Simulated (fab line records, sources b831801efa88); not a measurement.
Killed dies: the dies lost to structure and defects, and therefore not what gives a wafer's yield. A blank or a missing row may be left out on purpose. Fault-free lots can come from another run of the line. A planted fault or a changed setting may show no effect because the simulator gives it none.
Which tool is to blame?	flow sky130	Sampling: 14 lots, 42 wafers, 5 of 708 route steps

## WHAT EACH GAUGE READ, for each wafer
SKY_SONOS_TUNNEL_OVL_MEAS_08.
lot	measured	on	SONOS_TUNNEL_OVL (nm)
L407	day 11 12:11	overlay-02	2.3 3.2 0.5
L408	day 11 18:26	overlay-02	3.1 1.5 1.9
L409	day 11 23:34	overlay-01	0.4 -1.5 0.9
L411	day 12 18:14	overlay-02	-1.5 -1.9 -1.5
L412	day 12 22:52	overlay-01	-1.3 0.2 -1.6
L413	day 13 07:47	overlay-01	-1.4 -1.3 0.0
L414	day 13 16:56	overlay-01	-2.3 -1.2 -2.0
L422	day 16 12:29	overlay-01	-0.8 0.1 0.2
L423	day 17 01:41	overlay-01	-0.6 -0.2 -2.0
L424	day 17 06:40	overlay-01	-2.1 -1.4 -2.8
L426	day 17 18:18	overlay-01	-0.1 0.6 0.4
L427	day 18 03:38	overlay-01	-0.4 -0.8 -1.3
L428	day 19 01:15	overlay-02	2.0 2.0 3.0
L430	day 19 06:08	overlay-02	2.6 2.8 2.6

SKY_SONOS_TUNNEL_TW_MEAS_12.
lot	measured	on	SONOS_TUNNEL_TW
L407	day 11 12:39	film_metro-02	197.4 196.8 198.1
L408	day 11 18:53	film_metro-04	196.0 193.8 195.2
L409	day 12 00:01	film_metro-02	199.0 198.5 198.6
L411	day 12 18:41	film_metro-02	199.6 198.5 198.8
L412	day 12 23:19	film_metro-03	196.6 198.0 197.1
L413	day 13 08:14	film_metro-02	198.2 198.5 198.8
L414	day 13 17:24	film_metro-04	193.2 194.7 193.3
L422	day 16 12:59	film_metro-03	196.7 197.9 196.3
L423	day 17 02:08	film_metro-02	198.9 197.8 198.2
L424	day 17 07:08	film_metro-02	197.6 199.3 198.8
L426	day 17 18:45	film_metro-02	198.4 198.4 199.0
L427	day 18 04:06	film_metro-02	198.9 199.5 199.1
L428	day 19 01:43	film_metro-04	194.4 193.6 195.2
L430	day 19 06:37	film_metro-02	197.7 196.7 197.0

SKY_POLY_GATE_THK_MEAS_04.
lot	measured	on	POLY_GATE_CVD_03_THK (nm)
L407	day 15 07:15	film_metro-02	74.0 75.0 74.7
L408	day 15 16:06	film_metro-04	74.9 75.6 75.3
L409	day 15 20:28	film_metro-04	74.8 74.8 75.3
L411	day 16 20:08	film_metro-02	74.4 74.7 74.1
L412	day 16 21:31	film_metro-02	75.3 75.4 75.1
L413	day 17 08:12	film_metro-04	38.8 39.6 39.1
L414	day 17 18:37	film_metro-04	39.3 39.1 39.6
L422	day 20 19:02	film_metro-02	75.3 76.0 76.0
L423	day 21 11:11	film_metro-02	74.9 75.1 75.1
L424	day 21 16:42	film_metro-04	75.3 75.4 75.2
L426	day 22 02:48	film_metro-04	76.4 76.2 76.6
L427	day 22 15:40	film_metro-02	74.5 74.4 74.3
L428	day 23 16:02	film_metro-04	74.1 74.1 74.1
L430	day 23 16:02	film_metro-02	76.6 75.4 76.5

## WHICH TOOL RAN EACH LOT (tool, then ch and the chambers of the sampled wafers, then the start)
lot	SKY_VT_ADJUST_PCH_STRIP_09	SKY_POLY_GATE_CVD_03
L407	plasma_asher-03 ch 0,1, day 10 13:03	lpcvd-02 ch 1, day 15 05:53
L408	plasma_asher-03 ch 1, day 10 19:13	lpcvd-02 ch 0, day 15 14:44
L409	plasma_asher-03 ch 0,1, day 10 23:05	lpcvd-02 ch 0, day 15 19:05
L411	plasma_asher-01 ch 0,1, day 11 17:22	lpcvd-02 ch 1, day 16 18:47
L412	plasma_asher-03 ch 0,1, day 11 21:12	lpcvd-02 ch 1, day 16 20:08
L413	plasma_asher-01 ch 0,1, day 12 06:32	lpcvd-02 ch 0, day 17 06:50
L414	plasma_asher-03 ch 0,1, day 12 15:29	lpcvd-02 ch 0, day 17 17:16
L422	plasma_asher-01 ch 0,1, day 15 08:14	lpcvd-02 ch 1, day 20 17:41
L423	plasma_asher-02 ch 0,1, day 15 21:53	lpcvd-02 ch 0, day 21 09:49
L424	plasma_asher-02 ch 0,1, day 16 02:45	lpcvd-02 ch 0, day 21 14:39
L426	plasma_asher-02 ch 0, day 16 13:31	lpcvd-02 ch 0, day 22 01:26
L427	plasma_asher-02 ch 1, day 16 22:15	lpcvd-02 ch 0, day 22 14:17
L428	plasma_asher-01 ch 0,1, day 17 18:43	lpcvd-02 ch 0, day 23 14:40
L430	plasma_asher-02 ch 0,1, day 17 23:32	lpcvd-02 ch 0, day 23 14:40
- SKY_VT_ADJUST_PCH_STRIP_09: strips in O2/N2.
- SKY_POLY_GATE_CVD_03: deposits Si3N4 from DCS/NH3, target thk 75 nm, time 1290 s.

## AS READ BY THE TOOLS THEMSELVES (means over the sampled wafers that have a number; for cases with no such wafer, the mark the record gives instead)
SKY_VT_ADJUST_PCH_STRIP_09.
lot	tool	chamber_pressure_mTorr (mTorr)	drypump_motor_current_A (A)	o2_flow_sccm (sccm)	oes_product_au (a.u.)	strip_time_to_endpoint_s (s)
L407	plasma_asher-03	1500.6	5.0	2991	0.718	36.75
L408	plasma_asher-03	1499.4	4.8	3000	0.721	36.92
L409	plasma_asher-03	1499.9	5.0	2996	0.723	36.85
L411	plasma_asher-01	1500.3	5.3	2996	0.722	37.00
L412	plasma_asher-03	1501.7	5.1	3003	0.719	36.94
L413	plasma_asher-01	1499.5	5.2	2996	0.724	36.98
L414	plasma_asher-03	1500.9	5.0	3004	0.723	36.87
L422	plasma_asher-01	1501.3	5.4	3003	0.724	36.88
L423	plasma_asher-02	1501.4	5.8	3001	0.724	36.83
L424	plasma_asher-02	1499.0	5.8	3002	0.722	36.95
L426	plasma_asher-02	1500.2	5.7	3008	0.724	36.98
L427	plasma_asher-02	1498.2	5.8	3011	0.723	36.99
L428	plasma_asher-01	1499.8	5.3	3003	0.722	36.95
L430	plasma_asher-02	1498.7	5.8	3001	0.720	36.90

SKY_POLY_GATE_CVD_03.
lot	tool	spike_tc_bottom_C (C)
L407	lpcvd-02	789.0
L408	lpcvd-02	789.4
L409	lpcvd-02	787.6
L411	lpcvd-02	788.5
L412	lpcvd-02	788.9
L413	lpcvd-02	788.3
L414	lpcvd-02	788.5
L422	lpcvd-02	789.1
L423	lpcvd-02	788.5
L424	lpcvd-02	788.8
L426	lpcvd-02	788.3
L427	lpcvd-02	787.9
L428	lpcvd-02	788.0
L430	lpcvd-02	789.0

## THE ANSWER, worked out from the rows above alone
Rule: usual is defined by the lots themselves. Put in order of their means at a reading, lots are off if they are a third of the lots or fewer, leave a main group of 4 or more, and stand apart from it by a gap of 3 or more times the standard deviation of the main group's means; of several such gaps the widest counts. The tables above print the reading to a certain number of digits; a main group whose means all agree to those digits is not used. Also off: a lot with no number at a reading for which 4 or more lots have one. The other lots that the step has rows for count as sound. Order of review: gauges by route order, followed by the tools' own readings, for which a lot's mean as printed above is used. At the first step where some lot is off, the reading lying furthest off is the one used; lots without a number count as furthest.
Off: L413, L414, at SKY_POLY_GATE_THK_MEAS_04 (POLY_GATE_CVD_03_THK). The main group has a mean of 75.1 nm with a standard deviation of 0.69.
If a tool, at a process step before that reading, ran all the lots that are off and no sound lot after the first of them, it fits. Gauges at SKY_POLY_GATE_THK_MEAS_04: tried the same way as those tools. None of those tried fits.

## WHAT THE SIMULATOR PUT IN
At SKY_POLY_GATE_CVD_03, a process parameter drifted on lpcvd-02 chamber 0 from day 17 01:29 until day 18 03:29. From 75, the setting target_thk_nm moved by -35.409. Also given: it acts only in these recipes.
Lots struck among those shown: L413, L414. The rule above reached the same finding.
